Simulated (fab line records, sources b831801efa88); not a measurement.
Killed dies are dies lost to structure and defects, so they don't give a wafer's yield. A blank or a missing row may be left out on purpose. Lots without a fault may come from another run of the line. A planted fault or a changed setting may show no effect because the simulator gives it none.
fab line records | flow sky130
record lots=6 wafers=18 last_day=50
route steps=708 shown POLY_GATE@236 LDD_N@237 PAD_OPEN@708
lots that met no fault: from a run of the same line without faults
start_h: hours from the record's first day to the start of the lot's first wafer shown | wait_h: hours since the lot's step before | " the same as in the row above | L1.1+2: a row that stands for several wafers | - no value, or no start given | * or withheld: withheld | < > ~ a bound
route shown NAME@n: a module of which the file shows steps, and the number in the route of the first | usual: mean/standard deviation of fault-free wafers | same: alike in all rows | chamber/n: place in a boat | sites: the reading at each site | _std_site: their standard deviation | _edge_site: outer sites' mean less inner sites' | radius_mm: how far each site lies from the wafer's centre | mask NAME#n: copy n | behind: the tool/chamber that last shaped the wafer | hold: why the lot was held/for how many hours/how that ended | device: the transistor (n, p or np) that didn't switch | end of line: the same wafers' tests at the end of the route | a step without rows: its recipe alone | killed: dies lost to structure and defects at the first sort, not the wafer's yield | map: a wafer's dies, x killed, . not, _ none there
set.NAME: the setting as run; set.NAME@STEP: as run at that earlier step | model.NAME: the simulator's own value behind a step, which no gauge read
lots at some steps of the route; a table a step, a row a wafer
services: from which hour (start_h, from the record's first day; less than 0 if before it) a tool's chamber was out of use, for how many hours, and why
## steps
# step SKY_POLY_GATE_CD_MEAS_22
# usual cd_nm=150.2/2.1
# columns lot.wafer tool chamber start_h wait_h cd_nm
L264.1 cd_sem-01 - 381.84 0.1 146.6
L264.5 " - " " 147.9
L264.6 " - " " 144.7
L267.2 cd_sem-02 - 414.56 0.1 150.8
L267.3 " - " " 155.5
L267.5 " - " " 151.7
L274.4 cd_sem-01 - 474.40 0.1 148.8
L274.5 " - " " 149.8
L274.6 " - " " 149.5
L276.2 cd_sem-02 - 495.86 0.1 149.1
L276.4 " - " " 147.3
L276.5 " - " " 147.6
L277.1 cd_sem-01 - 504.29 0.1 153.1
L277.3 " - " " 151.7
L277.5 " - " " 150.8
L283.1 cd_sem-01 - 546.82 0.1 150.7
L283.2 " - " " 148.6
L283.6 " - " " 148.2
# step SKY_LDD_N_DEHYDRATE_00
# recipe temp_c=200 time_s=60
# step SKY_LDD_N_HMDS_01
# recipe prime_time_s=60 prime_temp_c=120
# step SKY_LDD_N_COAT_02
# recipe resist=NOVOLAK spin_rpm=3000 resist_thk_nm=300
# step SKY_LDD_N_SOFTBAKE_03
# recipe temp_c=90 time_s=60 resist=NOVOLAK
# step SKY_LDD_N_EXPOSE_04
# recipe mask_id=NTM target_cd_nm=840 na=0.6 source_shape=conventional sigma_outer=0.6 dose_mj=110
# step SKY_LDD_N_PEB_05
# recipe temp_c=withheld time_s=* resist=NOVOLAK
# step SKY_LDD_N_DEVELOP_06
# recipe develop_time_s=60 dev_temp_c=23
# step SKY_LDD_N_OVL_MEAS_07
# usual LDD_N_OVL=-0.9/1.3
# columns lot.wafer tool chamber start_h wait_h LDD_N_OVL[nm]
L264.1 overlay-02 - 408.87 0.1 -1.6
L264.5 " - " " -1.1
L264.6 " - " " -1.3
L267.2 overlay-01 - 444.52 0.1 -0.8
L267.3 " - " " -0.3
L267.5 " - " " -0.6
L274.4 overlay-02 - 505.73 0.1 -1.6
L274.5 " - " " -1.3
L274.6 " - " " -0.5
L276.2 overlay-01 - 526.39 0.1 -1.2
L276.4 " - " " -0.6
L276.5 " - " " -0.4
L277.1 overlay-02 - 534.57 0.1 0.6
L277.3 " - " " -1.7
L277.5 " - " " -1.5
L283.1 overlay-02 - 576.47 0.1 -1.2
L283.2 " - " " -0.6
L283.6 " - " " -1.3
# step SKY_LDD_N_IMPLANT_08
# recipe species=As energy_kev=20 dose_cm2=7.5e+13 tilt_deg=withheld rotation_deg=23
# step SKY_LDD_N_IMPLANT_09
# recipe species=As energy_kev=20 dose_cm2=7.5e+13 tilt_deg=withheld rotation_deg=113
# step SKY_LDD_N_IMPLANT_10
# recipe species=As energy_kev=20 dose_cm2=7.5e+13 tilt_deg=withheld rotation_deg=203
# step SKY_LDD_N_IMPLANT_11
# recipe species=As energy_kev=20 dose_cm2=7.5e+13 tilt_deg=withheld rotation_deg=293
# usual beam_energy_keV=19.999/0.0062 beam_on_s=10.08/0.21 rotation_deg=292.99/0.062
# columns lot.wafer tool chamber start_h wait_h beam_energy_keV beam_on_s rotation_deg
L264.1 implanter-03 0 409.35 0.1 19.996 10.20 293.01
L264.5 " 0 " " 19.992 9.76 292.94
L264.6 " 0 " " 20.000 9.71 293.03
L267.2 implanter-01 0 445.03 0.1 20.001 10.08 292.97
L267.3 " 0 " " 20.000 9.86 293.00
L267.5 " 0 " " 20.002 9.81 293.05
L274.4 implanter-03 0 506.28 0.1 20.013 9.97 350.29
L274.5 " 0 " " 20.005 9.93 350.25
L274.6 " 0 " " 20.003 10.18 350.18
L276.2 implanter-01 0 526.90 0.1 20.013 9.96 292.86
L276.4 " 0 " " 20.005 10.05 292.92
L276.5 " 0 " " 20.008 9.78 292.90
L277.1 implanter-03 0 535.52 0.1 20.002 9.89 350.27
L277.3 " 0 " " 20.002 10.25 350.17
L277.5 " 0 " " 19.994 10.07 350.23
L283.1 implanter-01 0 576.95 0.1 20.003 9.89 293.05
L283.2 " 0 " " 20.000 9.73 292.90
L283.6 " 0 " " 19.995 10.43 293.03
# step SKY_LDD_N_IMPLANT_12
# recipe species=BF2 energy_kev=50 dose_cm2=5e+12 tilt_deg=30 rotation_deg=0
# step SKY_PAD_OPEN_PROBE_99
# usual killed_at_M0_to_M3=44/8.6 killed_at_M4_up=3.4/1.9 killed_at_contacts=23/5.7 killed_at_front_end=15/4.5 killed_at_other=0.4/0.62 killed_dies=86/11 killed_open=46/7.6 killed_short=39/6.3
# same gross_dies=492 killed_at_back_side=0
# columns lot.wafer tool chamber start_h wait_h killed_at_M0_to_M3 killed_at_M4_up killed_at_contacts killed_at_front_end killed_at_other killed_dies killed_open killed_short
L264.1 prober-02 - 1085.39 0.1 32 3 19 7 1 62 37 25
L264.5 prober-02 - 1085.59 0.2 35 6 23 15 0 79 37 42
L264.6 prober-02 - 1085.64 0.2 30 3 31 8 0 72 42 30
L267.2 prober-01 - 1106.48 0.1 51 8 24 21 0 104 58 45
L267.3 prober-01 - 1106.53 0.2 50 4 22 18 0 94 50 43
L267.5 prober-01 - 1106.63 0.2 48 4 13 21 1 87 48 39
L274.4 prober-02 - 1146.11 0.2 41 6 22 22 0 91 55 36
L274.5 prober-02 - 1146.16 0.2 32 3 24 21 0 80 40 40
L274.6 prober-02 - 1146.21 0.2 44 2 26 19 0 91 56 35
L276.2 prober-02 - 1159.50 0.1 27 1 18 15 0 61 34 26
L276.4 prober-02 - 1159.60 0.2 42 4 12 14 0 72 33 36
L276.5 prober-02 - 1159.65 0.2 33 2 26 15 0 76 45 31
L277.1 prober-02 - 1174.29 0.1 43 2 28 11 0 84 48 36
L277.3 prober-02 - 1174.39 0.2 47 2 42 8 0 99 56 43
L277.5 prober-02 - 1174.49 0.2 35 3 27 14 0 79 42 34
L283.1 prober-01 - 1189.34 0.1 38 2 20 13 1 74 40 32
L283.2 prober-01 - 1189.39 0.1 49 3 25 11 1 89 54 35
L283.6 prober-01 - 1189.59 0.2 66 3 31 11 0 111 63 48
# killed by level:class
L264.1 VIA1:geometric_particle:open=11 CONTACT:geometric_particle:open=7 LI_CONTACT:geometric_particle:open=6 VIA1:geometric_particle:short=4 VIA2:geometric_particle:short=4 POLY_GATE:geometric_particle:open=3 LI_CONTACT:geometric_particle:short=3 LOCAL_INTERCONNECT:geometric_particle:short=3
L264.5 CONTACT:geometric_particle:open=8 VIA1:geometric_particle:open=8 CONTACT:geometric_particle:short=7 METAL2:geometric_particle:short=6 VIA2:geometric_particle:open=6 VIA3:geometric_particle:open=5 FIELD_ISO:geometric_particle:short=3 METAL1:geometric_particle:short=3
L264.6 CONTACT:geometric_particle:open=14 VIA1:geometric_particle:open=11 CONTACT:geometric_particle:short=7 LI_CONTACT:geometric_particle:open=5 VIA2:geometric_particle:open=4 LOCAL_INTERCONNECT:geometric_particle:short=3 VIA1:geometric_particle:short=3 METAL4:geometric_particle:short=3
L267.2 VIA1:geometric_particle:open=15 CONTACT:geometric_particle:open=9 FIELD_ISO:geometric_particle:open=8 METAL1:geometric_particle:short=8 LI_CONTACT:geometric_particle:open=6 VIA1:geometric_particle:short=6 VIA3:geometric_particle:open=6 METAL4:geometric_particle:short=5
L267.3 VIA3:geometric_particle:open=9 METAL2:geometric_particle:short=8 VIA2:geometric_particle:open=8 CONTACT:geometric_particle:open=8 METAL1:geometric_particle:short=8 LI_CONTACT:geometric_particle:open=7 VIA3:geometric_particle:short=6 VIA1:geometric_particle:open=5
L267.5 FIELD_ISO:geometric_particle:open=8 VIA1:geometric_particle:open=8 METAL1:geometric_particle:short=7 VIA3:geometric_particle:open=7 CONTACT:geometric_particle:open=6 VIA1:geometric_particle:short=5 METAL2:geometric_particle:short=4 LI_CONTACT:geometric_particle:open=4
L274.4 CONTACT:geometric_particle:open=9 VIA2:geometric_particle:open=9 LI_CONTACT:geometric_particle:open=8 VIA1:geometric_particle:open=7 VIA3:geometric_particle:open=7 METAL4:geometric_particle:short=6 POLY_GATE:geometric_particle:open=6 METAL2:geometric_particle:short=5
L274.5 CONTACT:geometric_particle:open=10 FIELD_ISO:geometric_particle:short=9 VIA3:geometric_particle:open=8 VIA1:geometric_particle:open=7 FIELD_ISO:geometric_particle:open=4 LI_CONTACT:geometric_particle:open=4 LOCAL_INTERCONNECT:geometric_particle:short=4 POLY_GATE:geometric_particle:open=3
L274.6 VIA1:geometric_particle:open=12 CONTACT:geometric_particle:open=12 METAL1:geometric_particle:short=9 FIELD_ISO:geometric_particle:open=8 VIA3:geometric_particle:open=6 LI_CONTACT:geometric_particle:open=5 FIELD_ISO:geometric_particle:short=4 LOCAL_INTERCONNECT:geometric_particle:short=4
L276.2 CONTACT:geometric_particle:open=8 POLY_GATE:geometric_particle:open=5 POLY_GATE:geometric_particle:short=5 VIA3:geometric_particle:open=5 VIA1:geometric_particle:open=4 LI_CONTACT:geometric_particle:open=3 LI_CONTACT:geometric_particle:short=3 METAL1:geometric_particle:short=3
L276.4 VIA1:geometric_particle:open=8 VIA3:geometric_particle:open=8 CONTACT:geometric_particle:short=5 METAL1:geometric_particle:short=5 METAL3:geometric_particle:short=5 VIA2:geometric_particle:open=4 POLY_GATE:geometric_particle:short=3 LI_CONTACT:geometric_particle:open=3
L276.5 LI_CONTACT:geometric_particle:open=9 CONTACT:geometric_particle:open=9 VIA1:geometric_particle:open=7 VIA2:geometric_particle:open=6 METAL2:geometric_particle:short=5 POLY_GATE:geometric_particle:short=4 METAL1:geometric_particle:short=4 CONTACT:geometric_particle:short=4
L277.1 VIA3:geometric_particle:open=13 VIA2:geometric_particle:open=10 CONTACT:geometric_particle:short=8 CONTACT:geometric_particle:open=7 LI_CONTACT:geometric_particle:open=6 METAL2:geometric_particle:short=4 LOCAL_INTERCONNECT:geometric_particle:short=4 VIA1:geometric_particle:open=4
L277.3 VIA1:geometric_particle:open=11 CONTACT:geometric_particle:open=10 VIA2:geometric_particle:open=10 LI_CONTACT:geometric_particle:short=9 VIA3:geometric_particle:open=8 CONTACT:geometric_particle:short=7 METAL2:geometric_particle:short=7 LOCAL_INTERCONNECT:geometric_particle:short=6
L277.5 CONTACT:geometric_particle:open=10 VIA3:geometric_particle:open=8 POLY_GATE:geometric_particle:short=5 LI_CONTACT:geometric_particle:short=5 LI_CONTACT:geometric_particle:open=5 VIA2:geometric_particle:open=5 VIA1:geometric_particle:open=5 POLY_GATE:geometric_particle:open=4
L283.1 LI_CONTACT:geometric_particle:open=7 VIA3:geometric_particle:open=7 METAL2:geometric_particle:short=6 VIA1:geometric_particle:open=6 VIA2:geometric_particle:open=6 LOCAL_INTERCONNECT:geometric_particle:short=5 CONTACT:geometric_particle:open=5 METAL1:geometric_particle:short=3
L283.2 VIA1:geometric_particle:open=13 CONTACT:geometric_particle:open=13 VIA2:geometric_particle:open=8 VIA3:geometric_particle:open=7 VIA1:geometric_particle:short=6 CONTACT:geometric_particle:short=5 FIELD_ISO:geometric_particle:short=4 LI_CONTACT:geometric_particle:open=4
L283.6 VIA1:geometric_particle:open=20 CONTACT:geometric_particle:open=12 VIA3:geometric_particle:open=10 LOCAL_INTERCONNECT:geometric_particle:short=7 VIA1:geometric_particle:short=6 VIA2:geometric_particle:open=6 CONTACT:geometric_particle:short=5 METAL1:geometric_particle:short=5
## services
# columns tool chamber start_h hours kind
implanter-03 - 481.24 1.1 repair
implanter-01 - 531.40 4.6 pm
implanter-03 - 566.77 3.4 pm
## key
first_sign step=SKY_LDD_N_IMPLANT_11 reading=rotation_deg direction=up sigmas=99+ usual=292.99 struck=350.23
effect none on later readings
met_at SKY_LDD_N_IMPLANT_11
struck_wafers L274.4,L274.5,L274.6,L277.1,L277.3,L277.5
tester_left_out L274,L277
onset_between 409.35 506.28
fault kind=process_parameter_drift tool=implanter-03 chamber=- onset_h=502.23 steps=SKY_LDD_N_IMPLANT_11 channel=rotation_deg offset=57.257 shape=step end_h=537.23 acts_in=these_recipes_only stated=293
# tester_left_out: of these lots the tester's yield and bins aren't shown, on N5 and GAA mostly nor the transistor test; their killed dies are dies lost to structure and defects alone, not to doping, threshold or leakage, so they don't give the yield
